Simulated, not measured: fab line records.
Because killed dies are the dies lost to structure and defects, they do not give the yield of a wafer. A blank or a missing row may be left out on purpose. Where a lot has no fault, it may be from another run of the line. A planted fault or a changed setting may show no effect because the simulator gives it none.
fab line records :: flow sky130
[record]
  lots = 5
  wafers = 15
  last-day = 49
route steps=708 shown RES_XHIGH@332 SD_N@342 PAD_OPEN@708
lots that met no fault: from a run of the same line without faults
start-h: hours from the record's first day to the start of the lot's first wafer shown :: wait-h: how many hours have passed since the lot's step before this one :: " unchanged from the row above :: L1.1+2: several wafers, shown together as one row :: - no value present, or no start provided :: * or withheld: withheld :: < > ~ a bound
route shown NAME@n: a module of which the file shows steps, and the number in the route of the first :: usual: mean and standard deviation over wafers with no fault :: same: alike in all rows :: chamber/n: place in a boat :: sites: per-site readings :: _std_site: their standard deviation :: _edge_site: inner sites' mean taken away from outer sites' mean :: radius-mm: for every site, how far away it sits from the centre of the wafer :: mask NAME#n: copy n :: behind: the last tool/chamber to shape the wafer :: hold: the reason the lot was held/the length of the hold in hours/how it ended :: device: whichever transistor did not switch (one of n, p or np) :: end of line: the same wafers' tests at the end of the route :: where a step has no rows: the recipe by itself :: killed: dies lost to structure and defects at the first sort, not the wafer's yield :: map: per-die view of a wafer (x killed, . not killed, _ where there is no die)
set.NAME: the setting as run; set.NAME@STEP: as run at that earlier step :: model.NAME: the simulator's own value behind a step, which no gauge read
certain route steps with their lots: each step a table, each wafer a row
services: the hour from which a tool's chamber was out of use, counted from the record's first day as start-h (under 0 if before that day), plus the number of hours and why
[[steps]]
[step SKY_RES_XHIGH_DEHYDRATE_00]
[recipe]
  temp-c = 200
  time-s = 60
[step SKY_RES_XHIGH_HMDS_01]
[recipe]
  prime-time-s = 60
  prime-temp-c = 120
[step SKY_RES_XHIGH_COAT_02]
[recipe]
  resist = NOVOLAK
  spin-rpm = 3000
  resist-thk-nm = 1140
[step SKY_RES_XHIGH_SOFTBAKE_03]
[recipe]
  temp-c = 90
  time-s = 60
  resist = NOVOLAK
[step SKY_RES_XHIGH_EXPOSE_04]
[recipe]
  mask-id = URPM
  na = 0.6
  source-shape = conventional
  sigma-outer = 0.6
  polarization = unpolarized
  target-cd-nm = 1270
  dose-mj = 140
[step SKY_RES_XHIGH_PEB_05]
[recipe]
  temp-c = withheld
  time-s = *
  resist = NOVOLAK
[step SKY_RES_XHIGH_DEVELOP_06]
[recipe]
  resist = NOVOLAK
  developer = TMAH
  develop-time-s = 60
  dev-temp-c = 23
[step SKY_RES_XHIGH_IMPLANT_07]
[recipe]
  species = BF2
  energy-kev = 20
  dose-cm2 = 3.6e+14
  tilt-deg = 0
[step SKY_RES_XHIGH_STRIP_08]
[recipe]
  chemistry = O2/N2
  power-w = 1400
  pressure-mtorr = 1500
  platen-temp-c = withheld
  o2-flow-sccm = 3000
  n2-flow-sccm = 300
  overash-fraction = 0.5
[usual]
  drypump-motor-current-A = 5.7/0.56
  oes-product-au = 0.711/0.0044
  strip-time-to-endpoint-s = 14.26/0.048
lot.wafer: L502.1
tool: plasma-asher-03
chamber: 0
start-h: 614.69
wait-h: 0.1
drypump-motor-current-A: 5.0
oes-product-au: 0.709
rf-hours-counter-h: 47
strip-time-to-endpoint-s: 14.30

lot.wafer: L502.2
tool: plasma-asher-03
chamber: 1
start-h: 614.69
wait-h: 0.1
drypump-motor-current-A: 6.0
oes-product-au: 0.710
rf-hours-counter-h: 47
strip-time-to-endpoint-s: 14.29

lot.wafer: L502.4
tool: plasma-asher-03
chamber: 1
start-h: 614.69
wait-h: 0.1
drypump-motor-current-A: 6.0
oes-product-au: 0.707
rf-hours-counter-h: -
strip-time-to-endpoint-s: 14.33

lot.wafer: L504.1
tool: plasma-asher-02
chamber: 1
start-h: 639.69
wait-h: 0.1
drypump-motor-current-A: 6.6
oes-product-au: 0.712
rf-hours-counter-h: 84
strip-time-to-endpoint-s: 14.33

lot.wafer: L504.3
tool: plasma-asher-02
chamber: 1
start-h: 639.69
wait-h: 0.1
drypump-motor-current-A: 6.6
oes-product-au: 0.708
rf-hours-counter-h: -
strip-time-to-endpoint-s: 14.34

lot.wafer: L504.5
tool: plasma-asher-02
chamber: 0
start-h: 639.69
wait-h: 0.1
drypump-motor-current-A: 5.3
oes-product-au: 0.706
rf-hours-counter-h: -
strip-time-to-endpoint-s: 14.34

lot.wafer: L511.1
tool: plasma-asher-03
chamber: 0
start-h: 698.77
wait-h: 0.1
drypump-motor-current-A: 5.0
oes-product-au: 0.710
rf-hours-counter-h: 56
strip-time-to-endpoint-s: 14.32

lot.wafer: L511.4
tool: plasma-asher-03
chamber: 0
start-h: 698.77
wait-h: 0.1
drypump-motor-current-A: 5.0
oes-product-au: 0.703
rf-hours-counter-h: -
strip-time-to-endpoint-s: 14.30

lot.wafer: L511.5
tool: plasma-asher-03
chamber: 0
start-h: 698.77
wait-h: 0.1
drypump-motor-current-A: 4.9
oes-product-au: 0.707
rf-hours-counter-h: -
strip-time-to-endpoint-s: 14.28

lot.wafer: L520.1
tool: plasma-asher-04
chamber: 1
start-h: 769.89
wait-h: 0.1
drypump-motor-current-A: 6.3
oes-product-au: 0.710
rf-hours-counter-h: 2
strip-time-to-endpoint-s: 14.28

lot.wafer: L520.2
tool: plasma-asher-04
chamber: 0
start-h: 769.89
wait-h: 0.1
drypump-motor-current-A: 5.4
oes-product-au: 0.710
rf-hours-counter-h: 2
strip-time-to-endpoint-s: 14.30

lot.wafer: L520.4
tool: plasma-asher-04
chamber: 1
start-h: 769.89
wait-h: 0.1
drypump-motor-current-A: 6.3
oes-product-au: 0.712
rf-hours-counter-h: -
strip-time-to-endpoint-s: 14.30

lot.wafer: L523.3
tool: plasma-asher-04
chamber: 0
start-h: 783.53
wait-h: 0.1
drypump-motor-current-A: 5.3
oes-product-au: 0.708
rf-hours-counter-h: -
strip-time-to-endpoint-s: 14.25

lot.wafer: L523.5
tool: plasma-asher-04
chamber: 1
start-h: 783.53
wait-h: 0.1
drypump-motor-current-A: 6.3
oes-product-au: 0.707
rf-hours-counter-h: -
strip-time-to-endpoint-s: 14.28

lot.wafer: L523.6
tool: plasma-asher-04
chamber: 0
start-h: 783.53
wait-h: 0.1
drypump-motor-current-A: 5.3
oes-product-au: 0.712
rf-hours-counter-h: -
strip-time-to-endpoint-s: 14.23
[step SKY_RES_XHIGH_TW_MEAS_09]
[usual]
  RES_XHIGH_TW = 1643/16
lot.wafer: L502.1
tool: film-metro-01
chamber: -
start-h: 614.79
wait-h: 0.1
RES_XHIGH_TW: 1651

lot.wafer: L502.2
tool: film-metro-01
chamber: -
start-h: 614.79
wait-h: 0.1
RES_XHIGH_TW: 1638

lot.wafer: L502.4
tool: film-metro-01
chamber: -
start-h: 614.79
wait-h: 0.1
RES_XHIGH_TW: 1645

lot.wafer: L504.1
tool: film-metro-04
chamber: -
start-h: 639.79
wait-h: 0.1
RES_XHIGH_TW: 1659

lot.wafer: L504.3
tool: film-metro-04
chamber: -
start-h: 639.79
wait-h: 0.1
RES_XHIGH_TW: 1654

lot.wafer: L504.5
tool: film-metro-04
chamber: -
start-h: 639.79
wait-h: 0.1
RES_XHIGH_TW: 1652

lot.wafer: L511.1
tool: film-metro-04
chamber: -
start-h: 698.87
wait-h: 0.1
RES_XHIGH_TW: 1646

lot.wafer: L511.4
tool: film-metro-04
chamber: -
start-h: 698.87
wait-h: 0.1
RES_XHIGH_TW: 1651

lot.wafer: L511.5
tool: film-metro-04
chamber: -
start-h: 698.87
wait-h: 0.1
RES_XHIGH_TW: 1653

lot.wafer: L520.1
tool: film-metro-01
chamber: -
start-h: 769.99
wait-h: 0.1
RES_XHIGH_TW: 1644

lot.wafer: L520.2
tool: film-metro-01
chamber: -
start-h: 769.99
wait-h: 0.1
RES_XHIGH_TW: 1641

lot.wafer: L520.4
tool: film-metro-01
chamber: -
start-h: 769.99
wait-h: 0.1
RES_XHIGH_TW: 1648

lot.wafer: L523.3
tool: film-metro-04
chamber: -
start-h: 783.61
wait-h: 0.1
RES_XHIGH_TW: 1659

lot.wafer: L523.5
tool: film-metro-04
chamber: -
start-h: 783.61
wait-h: 0.1
RES_XHIGH_TW: 1659

lot.wafer: L523.6
tool: film-metro-04
chamber: -
start-h: 783.61
wait-h: 0.1
RES_XHIGH_TW: 1649
[step SKY_SD_N_DEHYDRATE_00]
[recipe]
  temp-c = 200
  time-s = 60
[step SKY_SD_N_HMDS_01]
[recipe]
  prime-time-s = 60
  prime-temp-c = 120
[step SKY_SD_N_COAT_02]
[recipe]
  resist = NOVOLAK
  spin-rpm = 3000
  resist-thk-nm = 1140
[usual]
  resist-line-temp-C = 23.01/0.11
lot.wafer: L502.1
tool: litho-track-01
chamber: 0
start-h: 629.94
wait-h: 0.1
resist-line-temp-C: 22.99
model.NOVOLAK_of_SD_N_COAT_02.thk-nm: 1135

lot.wafer: L502.2
tool: litho-track-01
chamber: 0
start-h: 629.94
wait-h: 0.1
resist-line-temp-C: 22.88
model.NOVOLAK_of_SD_N_COAT_02.thk-nm: 1141

lot.wafer: L502.4
tool: litho-track-01
chamber: 0
start-h: 629.94
wait-h: 0.1
resist-line-temp-C: 22.83
model.NOVOLAK_of_SD_N_COAT_02.thk-nm: 1139

lot.wafer: L504.1
tool: litho-track-02
chamber: 0
start-h: 653.29
wait-h: 0.1
resist-line-temp-C: 22.82
model.NOVOLAK_of_SD_N_COAT_02.thk-nm: 1138

lot.wafer: L504.3
tool: litho-track-02
chamber: 0
start-h: 653.29
wait-h: 0.1
resist-line-temp-C: 22.98
model.NOVOLAK_of_SD_N_COAT_02.thk-nm: 1138

lot.wafer: L504.5
tool: litho-track-02
chamber: 0
start-h: 653.29
wait-h: 0.1
resist-line-temp-C: 23.03
model.NOVOLAK_of_SD_N_COAT_02.thk-nm: 1136

lot.wafer: L511.1
tool: litho-track-02
chamber: 0
start-h: 711.09
wait-h: 0.1
resist-line-temp-C: 23.14
model.NOVOLAK_of_SD_N_COAT_02.thk-nm: 1074

lot.wafer: L511.4
tool: litho-track-02
chamber: 0
start-h: 711.09
wait-h: 0.1
resist-line-temp-C: 23.02
model.NOVOLAK_of_SD_N_COAT_02.thk-nm: 1077

lot.wafer: L511.5
tool: litho-track-02
chamber: 0
start-h: 711.09
wait-h: 0.1
resist-line-temp-C: 23.02
model.NOVOLAK_of_SD_N_COAT_02.thk-nm: 1072

lot.wafer: L520.1
tool: litho-track-03
chamber: 0
start-h: 781.87
wait-h: 0.1
resist-line-temp-C: 22.82
model.NOVOLAK_of_SD_N_COAT_02.thk-nm: 1140

lot.wafer: L520.2
tool: litho-track-03
chamber: 0
start-h: 781.87
wait-h: 0.1
resist-line-temp-C: 22.99
model.NOVOLAK_of_SD_N_COAT_02.thk-nm: 1142

lot.wafer: L520.4
tool: litho-track-03
chamber: 0
start-h: 781.87
wait-h: 0.1
resist-line-temp-C: 22.78
model.NOVOLAK_of_SD_N_COAT_02.thk-nm: 1141

lot.wafer: L523.3
tool: litho-track-01
chamber: 0
start-h: 797.34
wait-h: 0.1
resist-line-temp-C: 22.93
model.NOVOLAK_of_SD_N_COAT_02.thk-nm: 1141

lot.wafer: L523.5
tool: litho-track-01
chamber: 0
start-h: 797.34
wait-h: 0.1
resist-line-temp-C: 22.96
model.NOVOLAK_of_SD_N_COAT_02.thk-nm: 1142

lot.wafer: L523.6
tool: litho-track-01
chamber: 0
start-h: 797.34
wait-h: 0.1
resist-line-temp-C: 23.05
model.NOVOLAK_of_SD_N_COAT_02.thk-nm: 1143
[step SKY_SD_N_SOFTBAKE_03]
[recipe]
  temp-c = 90
  time-s = 60
  resist = NOVOLAK
[step SKY_SD_N_EXPOSE_04]
[recipe]
  mask-id = NSDM
  na = 0.6
  source-shape = conventional
  sigma-outer = 0.6
  polarization = unpolarized
  target-cd-nm = 380
  dose-mj = 141
[step SKY_SD_N_PEB_05]
[recipe]
  temp-c = withheld
  time-s = *
  resist = NOVOLAK
[step SKY_SD_N_DEVELOP_06]
[recipe]
  resist = NOVOLAK
  developer = TMAH
  develop-time-s = 60
  dev-temp-c = 23
[usual]
  resist-line-temp-C = 23.02/0.1
lot.wafer: L502.1
tool: litho-track-02
chamber: 0
start-h: 643.89
wait-h: 0.1
resist-line-temp-C: 23.01
model.NOVOLAK_of_SD_N_COAT_02.thk-nm: 1135

lot.wafer: L502.2
tool: litho-track-02
chamber: 0
start-h: 643.89
wait-h: 0.1
resist-line-temp-C: 23.11
model.NOVOLAK_of_SD_N_COAT_02.thk-nm: 1140

lot.wafer: L502.4
tool: litho-track-02
chamber: 0
start-h: 643.89
wait-h: 0.1
resist-line-temp-C: 23.03
model.NOVOLAK_of_SD_N_COAT_02.thk-nm: 1139

lot.wafer: L504.1
tool: litho-track-01
chamber: 0
start-h: 666.49
wait-h: 0.1
resist-line-temp-C: 22.95
model.NOVOLAK_of_SD_N_COAT_02.thk-nm: 1138

lot.wafer: L504.3
tool: litho-track-01
chamber: 0
start-h: 666.49
wait-h: 0.1
resist-line-temp-C: 23.01
model.NOVOLAK_of_SD_N_COAT_02.thk-nm: 1137

lot.wafer: L504.5
tool: litho-track-01
chamber: 0
start-h: 666.49
wait-h: 0.1
resist-line-temp-C: 22.89
model.NOVOLAK_of_SD_N_COAT_02.thk-nm: 1135

lot.wafer: L511.1
tool: litho-track-03
chamber: 0
start-h: 722.87
wait-h: 0.1
resist-line-temp-C: 23.05
model.NOVOLAK_of_SD_N_COAT_02.thk-nm: 1074

lot.wafer: L511.4
tool: litho-track-03
chamber: 0
start-h: 722.87
wait-h: 0.1
resist-line-temp-C: 22.95
model.NOVOLAK_of_SD_N_COAT_02.thk-nm: 1076

lot.wafer: L511.5
tool: litho-track-03
chamber: 0
start-h: 722.87
wait-h: 0.1
resist-line-temp-C: 22.90
model.NOVOLAK_of_SD_N_COAT_02.thk-nm: 1071

lot.wafer: L520.1
tool: litho-track-01
chamber: 0
start-h: 795.59
wait-h: 0.1
resist-line-temp-C: 23.00
model.NOVOLAK_of_SD_N_COAT_02.thk-nm: 1139

lot.wafer: L520.2
tool: litho-track-01
chamber: 0
start-h: 795.59
wait-h: 0.1
resist-line-temp-C: 23.09
model.NOVOLAK_of_SD_N_COAT_02.thk-nm: 1141

lot.wafer: L520.4
tool: litho-track-01
chamber: 0
start-h: 795.59
wait-h: 0.1
resist-line-temp-C: 23.06
model.NOVOLAK_of_SD_N_COAT_02.thk-nm: 1141

lot.wafer: L523.3
tool: litho-track-02
chamber: 0
start-h: 810.04
wait-h: 0.1
resist-line-temp-C: 23.25
model.NOVOLAK_of_SD_N_COAT_02.thk-nm: 1141

lot.wafer: L523.5
tool: litho-track-02
chamber: 0
start-h: 810.04
wait-h: 0.1
resist-line-temp-C: 23.14
model.NOVOLAK_of_SD_N_COAT_02.thk-nm: 1142

lot.wafer: L523.6
tool: litho-track-02
chamber: 0
start-h: 810.04
wait-h: 0.1
resist-line-temp-C: 23.16
model.NOVOLAK_of_SD_N_COAT_02.thk-nm: 1143
[step SKY_SD_N_CD_MEAS_07]
[recipe]
  target-cd-nm = 380
[usual]
  cd-nm = 379.6/2.4
lot.wafer: L502.1
tool: cd-sem-02
chamber: -
start-h: 644.04
wait-h: 0.1
cd-nm: 381.4

lot.wafer: L502.2
tool: cd-sem-02
chamber: -
start-h: 644.04
wait-h: 0.1
cd-nm: 380.6

lot.wafer: L502.4
tool: cd-sem-02
chamber: -
start-h: 644.04
wait-h: 0.1
cd-nm: 380.4

lot.wafer: L504.1
tool: cd-sem-01
chamber: -
start-h: 666.64
wait-h: 0.1
cd-nm: 379.9

lot.wafer: L504.3
tool: cd-sem-01
chamber: -
start-h: 666.64
wait-h: 0.1
cd-nm: 378.8

lot.wafer: L504.5
tool: cd-sem-01
chamber: -
start-h: 666.64
wait-h: 0.1
cd-nm: 379.7

lot.wafer: L511.1
tool: cd-sem-02
chamber: -
start-h: 723.02
wait-h: 0.1
cd-nm: 387.5

lot.wafer: L511.4
tool: cd-sem-02
chamber: -
start-h: 723.02
wait-h: 0.1
cd-nm: 386.8

lot.wafer: L511.5
tool: cd-sem-02
chamber: -
start-h: 723.02
wait-h: 0.1
cd-nm: 386.6

lot.wafer: L520.1
tool: cd-sem-01
chamber: -
start-h: 795.74
wait-h: 0.1
cd-nm: 380.1

lot.wafer: L520.2
tool: cd-sem-01
chamber: -
start-h: 795.74
wait-h: 0.1
cd-nm: 379.2

lot.wafer: L520.4
tool: cd-sem-01
chamber: -
start-h: 795.74
wait-h: 0.1
cd-nm: 380.2

lot.wafer: L523.3
tool: cd-sem-02
chamber: -
start-h: 810.18
wait-h: 0.1
cd-nm: 379.2

lot.wafer: L523.5
tool: cd-sem-02
chamber: -
start-h: 810.18
wait-h: 0.1
cd-nm: 381.3

lot.wafer: L523.6
tool: cd-sem-02
chamber: -
start-h: 810.18
wait-h: 0.1
cd-nm: 381.5
[step SKY_SD_N_OVL_MEAS_08]
[usual]
  SD_N_OVL = 0.3/1.4
lot.wafer: L502.1
tool: overlay-01
chamber: -
start-h: 644.16
wait-h: 0.1
SD_N_OVL[nm]: 2.6

lot.wafer: L502.2
tool: overlay-01
chamber: -
start-h: 644.16
wait-h: 0.1
SD_N_OVL[nm]: 2.5

lot.wafer: L502.4
tool: overlay-01
chamber: -
start-h: 644.16
wait-h: 0.1
SD_N_OVL[nm]: 3.8

lot.wafer: L504.1
tool: overlay-01
chamber: -
start-h: 666.76
wait-h: 0.1
SD_N_OVL[nm]: 0.0

lot.wafer: L504.3
tool: overlay-01
chamber: -
start-h: 666.76
wait-h: 0.1
SD_N_OVL[nm]: -0.6

lot.wafer: L504.5
tool: overlay-01
chamber: -
start-h: 666.76
wait-h: 0.1
SD_N_OVL[nm]: 1.8

lot.wafer: L511.1
tool: overlay-02
chamber: -
start-h: 723.14
wait-h: 0.1
SD_N_OVL[nm]: -0.3

lot.wafer: L511.4
tool: overlay-02
chamber: -
start-h: 723.14
wait-h: 0.1
SD_N_OVL[nm]: 0.7

lot.wafer: L511.5
tool: overlay-02
chamber: -
start-h: 723.14
wait-h: 0.1
SD_N_OVL[nm]: -1.0

lot.wafer: L520.1
tool: overlay-02
chamber: -
start-h: 795.86
wait-h: 0.1
SD_N_OVL[nm]: 1.8

lot.wafer: L520.2
tool: overlay-02
chamber: -
start-h: 795.86
wait-h: 0.1
SD_N_OVL[nm]: 1.6

lot.wafer: L520.4
tool: overlay-02
chamber: -
start-h: 795.86
wait-h: 0.1
SD_N_OVL[nm]: 0.5

lot.wafer: L523.3
tool: overlay-02
chamber: -
start-h: 810.27
wait-h: 0.1
SD_N_OVL[nm]: -1.6

lot.wafer: L523.5
tool: overlay-02
chamber: -
start-h: 810.27
wait-h: 0.1
SD_N_OVL[nm]: -1.4

lot.wafer: L523.6
tool: overlay-02
chamber: -
start-h: 810.27
wait-h: 0.1
SD_N_OVL[nm]: -1.0
[step SKY_SD_N_IMPLANT_09]
[recipe]
  species = As
  energy-kev = 50
  dose-cm2 = 4e+15
  tilt-deg = 0
[step SKY_SD_N_IMPLANT_10]
[recipe]
  species = P
  energy-kev = 20
  dose-cm2 = 1e+14
  tilt-deg = 0
[step SKY_SD_N_STRIP_11]
[recipe]
  chemistry = O2/N2
  power-w = 1400
  pressure-mtorr = 1500
  platen-temp-c = withheld
  o2-flow-sccm = 3000
  n2-flow-sccm = 300
  overash-fraction = 0.5
[usual]
  drypump-motor-current-A = 5.8/0.58
  oes-product-au = 0.527/0.0043
  strip-time-to-endpoint-s = 22.54/0.047
lot.wafer: L502.1
tool: plasma-asher-03
chamber: 0
start-h: 644.50
wait-h: 0.1
drypump-motor-current-A: 5.0
oes-product-au: 0.520
rf-hours-counter-h: 51
strip-time-to-endpoint-s: 22.49

lot.wafer: L502.2
tool: plasma-asher-03
chamber: 1
start-h: 644.50
wait-h: 0.1
drypump-motor-current-A: 6.0
oes-product-au: 0.524
rf-hours-counter-h: 51
strip-time-to-endpoint-s: 22.56

lot.wafer: L502.4
tool: plasma-asher-03
chamber: 0
start-h: 644.50
wait-h: 0.1
drypump-motor-current-A: 5.0
oes-product-au: 0.534
rf-hours-counter-h: -
strip-time-to-endpoint-s: 22.53

lot.wafer: L504.1
tool: plasma-asher-01
chamber: 1
start-h: 667.10
wait-h: 0.1
drypump-motor-current-A: 6.4
oes-product-au: 0.526
rf-hours-counter-h: 24
strip-time-to-endpoint-s: 22.53

lot.wafer: L504.3
tool: plasma-asher-01
chamber: 1
start-h: 667.10
wait-h: 0.1
drypump-motor-current-A: 6.4
oes-product-au: 0.531
rf-hours-counter-h: -
strip-time-to-endpoint-s: 22.50

lot.wafer: L504.5
tool: plasma-asher-01
chamber: 0
start-h: 667.10
wait-h: 0.1
drypump-motor-current-A: 5.6
oes-product-au: 0.527
rf-hours-counter-h: -
strip-time-to-endpoint-s: 22.52

lot.wafer: L511.1
tool: plasma-asher-02
chamber: 0
start-h: 723.47
wait-h: 0.1
drypump-motor-current-A: 5.3
oes-product-au: 0.521
rf-hours-counter-h: 93
strip-time-to-endpoint-s: 21.78

lot.wafer: L511.4
tool: plasma-asher-02
chamber: 1
start-h: 723.47
wait-h: 0.1
drypump-motor-current-A: 6.6
oes-product-au: 0.519
rf-hours-counter-h: -
strip-time-to-endpoint-s: 21.81

lot.wafer: L511.5
tool: plasma-asher-02
chamber: 1
start-h: 723.47
wait-h: 0.1
drypump-motor-current-A: 6.5
oes-product-au: 0.521
rf-hours-counter-h: -
strip-time-to-endpoint-s: 21.74

lot.wafer: L520.1
tool: plasma-asher-03
chamber: 0
start-h: 796.20
wait-h: 0.1
drypump-motor-current-A: 5.0
oes-product-au: 0.528
rf-hours-counter-h: 65
strip-time-to-endpoint-s: 22.54

lot.wafer: L520.2
tool: plasma-asher-03
chamber: 1
start-h: 796.20
wait-h: 0.1
drypump-motor-current-A: 6.0
oes-product-au: 0.534
rf-hours-counter-h: 65
strip-time-to-endpoint-s: 22.57

lot.wafer: L520.4
tool: plasma-asher-03
chamber: 1
start-h: 796.20
wait-h: 0.1
drypump-motor-current-A: 6.0
oes-product-au: 0.528
rf-hours-counter-h: -
strip-time-to-endpoint-s: 22.58

lot.wafer: L523.3
tool: plasma-asher-02
chamber: 1
start-h: 810.63
wait-h: 0.1
drypump-motor-current-A: 6.6
oes-product-au: 0.526
rf-hours-counter-h: -
strip-time-to-endpoint-s: 22.56

lot.wafer: L523.5
tool: plasma-asher-02
chamber: 1
start-h: 810.63
wait-h: 0.1
drypump-motor-current-A: 6.6
oes-product-au: 0.534
rf-hours-counter-h: -
strip-time-to-endpoint-s: 22.57

lot.wafer: L523.6
tool: plasma-asher-02
chamber: 0
start-h: 810.63
wait-h: 0.1
drypump-motor-current-A: 5.3
oes-product-au: 0.525
rf-hours-counter-h: -
strip-time-to-endpoint-s: 22.57
[step SKY_SD_N_TW_MEAS_12]
[usual]
  SD_N_TW = 3976/46
lot.wafer: L502.1
tool: film-metro-01
chamber: -
start-h: 644.60
wait-h: 0.1
SD_N_TW: 4023

lot.wafer: L502.2
tool: film-metro-01
chamber: -
start-h: 644.60
wait-h: 0.1
SD_N_TW: 4028

lot.wafer: L502.4
tool: film-metro-01
chamber: -
start-h: 644.60
wait-h: 0.1
SD_N_TW: 3993

lot.wafer: L504.1
tool: film-metro-01
chamber: -
start-h: 667.20
wait-h: 0.1
SD_N_TW: 3992

lot.wafer: L504.3
tool: film-metro-01
chamber: -
start-h: 667.20
wait-h: 0.1
SD_N_TW: 4002

lot.wafer: L504.5
tool: film-metro-01
chamber: -
start-h: 667.20
wait-h: 0.1
SD_N_TW: 3976

lot.wafer: L511.1
tool: film-metro-04
chamber: -
start-h: 723.57
wait-h: 0.1
SD_N_TW: 4025

lot.wafer: L511.4
tool: film-metro-04
chamber: -
start-h: 723.57
wait-h: 0.1
SD_N_TW: 4045

lot.wafer: L511.5
tool: film-metro-04
chamber: -
start-h: 723.57
wait-h: 0.1
SD_N_TW: 4042

lot.wafer: L520.1
tool: film-metro-02
chamber: -
start-h: 796.30
wait-h: 0.1
SD_N_TW: 3906

lot.wafer: L520.2
tool: film-metro-02
chamber: -
start-h: 796.30
wait-h: 0.1
SD_N_TW: 3888

lot.wafer: L520.4
tool: film-metro-02
chamber: -
start-h: 796.30
wait-h: 0.1
SD_N_TW: 3904

lot.wafer: L523.3
tool: film-metro-02
chamber: -
start-h: 810.72
wait-h: 0.1
SD_N_TW: 3919

lot.wafer: L523.5
tool: film-metro-02
chamber: -
start-h: 810.72
wait-h: 0.1
SD_N_TW: 3928

lot.wafer: L523.6
tool: film-metro-02
chamber: -
start-h: 810.72
wait-h: 0.1
SD_N_TW: 3927
[step SKY_PAD_OPEN_PROBE_99]
[usual]
  killed_at_M0_to_M3 = 43/6.8
  killed_at_M4_up = 2.9/1.7
  killed-at-contacts = 24/5.4
  killed-at-front-end = 15/4.8
  killed-at-other = 0.3/0.57
  killed-dies = 85/9.4
  killed-open = 47/7.5
  killed-short = 38/5.7
[same]
  gross-dies = 492
  killed-at-back-side = 0
lot.wafer: L504.5
tool: prober-02
chamber: -
start-h: 1084.89
wait-h: 0.2
killed_at_M0_to_M3: 31
killed_at_M4_up: 1
killed-at-contacts: 27
killed-at-front-end: 22
killed-at-other: 1
killed-dies: 82
killed-open: 50
killed-short: 32

lot.wafer: L520.1
tool: prober-02
chamber: -
start-h: 1173.22
wait-h: 0.1
killed_at_M0_to_M3: 47
killed_at_M4_up: 2
killed-at-contacts: 15
killed-at-front-end: 11
killed-at-other: 0
killed-dies: 75
killed-open: 41
killed-short: 34

lot.wafer: L520.2
tool: prober-02
chamber: -
start-h: 1173.27
wait-h: 0.1
killed_at_M0_to_M3: 49
killed_at_M4_up: 6
killed-at-contacts: 29
killed-at-front-end: 12
killed-at-other: 0
killed-dies: 96
killed-open: 53
killed-short: 43

lot.wafer: L520.4
tool: prober-02
chamber: -
start-h: 1173.37
wait-h: 0.2
killed_at_M0_to_M3: 44
killed_at_M4_up: 1
killed-at-contacts: 21
killed-at-front-end: 8
killed-at-other: 0
killed-dies: 74
killed-open: 37
killed-short: 37
// killed by level:class
L504.5 CONTACT:geometric-particle:open=10 POLY_GATE:geometric-particle:open=8 VIA2:geometric-particle:open=8 VIA1:geometric-particle:open=6 LI_CONTACT:geometric-particle:open=5 LOCAL_INTERCONNECT:geometric-particle:short=5 METAL2:geometric-particle:short=5 FIELD_ISO:geometric-particle:open=4
L520.1 VIA1:geometric-particle:open=17 METAL1:geometric-particle:short=7 LI_CONTACT:geometric-particle:open=6 METAL2:geometric-particle:short=6 VIA2:geometric-particle:open=6 POLY_GATE:geometric-particle:short=5 VIA1:geometric-particle:short=5 CONTACT:geometric-particle:open=4
L520.2 VIA1:geometric-particle:open=13 CONTACT:geometric-particle:open=10 METAL1:geometric-particle:short=10 VIA3:geometric-particle:open=8 VIA2:geometric-particle:open=7 CONTACT:geometric-particle:short=6 LI_CONTACT:geometric-particle:open=5 METAL4:geometric-particle:short=5
L520.4 VIA1:geometric-particle:open=11 CONTACT:geometric-particle:open=7 LI_CONTACT:geometric-particle:open=6 METAL2:geometric-particle:short=6 VIA2:geometric-particle:open=6 VIA2:geometric-particle:short=5 POLY_GATE:geometric-particle:short=4 VIA3:geometric-particle:open=4
[[services]]
tool: plasma-asher-02
chamber: -
start-h: 610.81
hours: 5.7
kind: repair

tool: plasma-asher-01
chamber: -
start-h: 639.51
hours: 1.0
kind: repair

tool: plasma-asher-04
chamber: -
start-h: 646.20
hours: 2.3
kind: repair

tool: plasma-asher-02
chamber: -
start-h: 658.28
hours: 0.7
kind: repair

tool: plasma-asher-03
chamber: -
start-h: 689.29
hours: 3.5
kind: repair

tool: plasma-asher-04
chamber: -
start-h: 733.75
hours: 9.0
kind: pm

tool: plasma-asher-04
chamber: 0
start-h: 733.75
hours: 9.0
kind: vent-cycle

tool: plasma-asher-04
chamber: 1
start-h: 733.75
hours: 9.0
kind: vent-cycle

tool: plasma-asher-04
chamber: 0
start-h: 742.75
hours: -
kind: clean

tool: plasma-asher-04
chamber: 1
start-h: 742.75
hours: -
kind: clean

tool: plasma-asher-04
chamber: -
start-h: 758.09
hours: 2.7
kind: repair
[[key]]
[first-sign]
  step = SKY_SD_N_CD_MEAS_07
  reading = cd-nm
  direction = up
  sigmas = 3
  usual = 379.6
  struck = 387.0
[effect]
  step = SKY_SD_N_STRIP_11
  reading = strip-time-to-endpoint-s
  direction = down
  sigmas = 16
  usual = *
  struck = *
[model-effect]
  step = SKY_SD_N_COAT_02
  value = NOVOLAK_of_SD_N_COAT_02.thk-nm
  without = 1141
  struck = 1074
[model-effect]
  step = SKY_SD_N_DEVELOP_06
  value = NOVOLAK_of_SD_N_COAT_02.thk-nm
  without = 1140
  struck = 1074
met-at SKY_SD_N_COAT_02
struck-wafers L511.1,L511.4,L511.5
tester-left-out L511
onset-between 653.29 711.09
also-fits SKY_RES_XHIGH_STRIP_08:plasma-asher-03,SKY_SD_N_DEVELOP_06:litho-track-03
[fault]
  kind = process-parameter-drift
  tool = litho-track-02
  chamber = -
  onset-h = 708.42
  steps = SKY_SD_N_COAT_02
  channel = resist-thk-nm
  offset = -66.455
  shape = step
  end-h = 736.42
  acts-in = these-recipes-only
  stated = 1140
// tester-left-out: of these lots the tester's yield and bins aren't shown, on N5 and GAA mostly nor the transistor test; their killed dies are dies lost to structure and defects alone, not to doping, threshold or leakage, so they don't give the yield
